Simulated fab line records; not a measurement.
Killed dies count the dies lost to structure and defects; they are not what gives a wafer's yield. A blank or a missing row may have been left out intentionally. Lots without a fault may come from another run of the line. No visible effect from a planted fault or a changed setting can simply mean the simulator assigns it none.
2 desks, one fault -- flow sfq_line -- each desk has only its own numbers; what lay behind them comes last

## AT THE TOOL OWNER'S DESK: litho_track-01
The tool's own readings at SFQ_TRILAYER_R5_LITHO_PEB_139 (peb time 60 s): means of the sampled wafers that have a number, for each lot that ran on this tool. A lot is out of limits, marked OUT, if its mean lies more than 4 standard deviations from the usual mean; the brackets give that distance.
Columns: A = heater_power_total_W at SFQ_TRILAYER_R5_LITHO_PEB_139, usual 79.15 W
lot,first seen here,A
L822,day 65 01:07,79.06
L832,day 74 04:58,79.65 (+7.6) OUT
L835,day 75 08:45,79.85 (+11) OUT
This desk's finding: out of limits on L832, L835; first on L832, day 74 04:58 (heater_power_total_W at SFQ_TRILAYER_R5_LITHO_PEB_139). L822: within limits.

## THE METROLOGY DESK
What the gauges read for every lot (on any tool): the sampled wafers with a number, averaged. A lot is out of limits, marked OUT, if its mean lies more than 4 standard deviations from the usual mean; the brackets give that distance.
Columns: A = R5_MONX_RS at SFQ_R5_RS_MEAS_933, usual 7.07 ohm/sq; B = R5_MONX_THK at SFQ_R5_THK_MEAS_934, usual 40.0 nm; C = R5_OVL at SFQ_R5_OVL_MEAS_935, usual 0 nm
lot,first seen here,A,B,C
L821,day 60 16:46,7.09,39.9,4
L822,day 60 23:41,6.94,40.8,-2
L832,day 73 22:29,7.05,40.1,-2
L835,day 74 18:50,6.95,41.0,11
L842,day 76 06:06,7.26,39.0,5
L844,day 76 13:55,7.03,40.0,-5
This desk found nothing out of limits on any of the 6 lots.

## ALL TOGETHER
At day 74 04:58, on L832, L835, the tool owner's desk was in a position to raise an alarm.
At the metrology desk, nothing out of limits was observed.
The metrology desk has L832, L835 on record, within its limits.
The lots listed all ran SFQ_TRILAYER_R5_LITHO_PEB_139 on litho_track-01.

## WHAT HAD BEEN PUT IN BY THE SIMULATOR
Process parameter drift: litho_track-01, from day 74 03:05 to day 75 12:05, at SFQ_TRILAYER_R5_LITHO_PEB_139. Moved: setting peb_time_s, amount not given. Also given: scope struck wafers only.
Shown lots that were struck: L832, L835.
Hours from the fault's start to each desk's first reading out of limits: the tool owner's desk, 2.
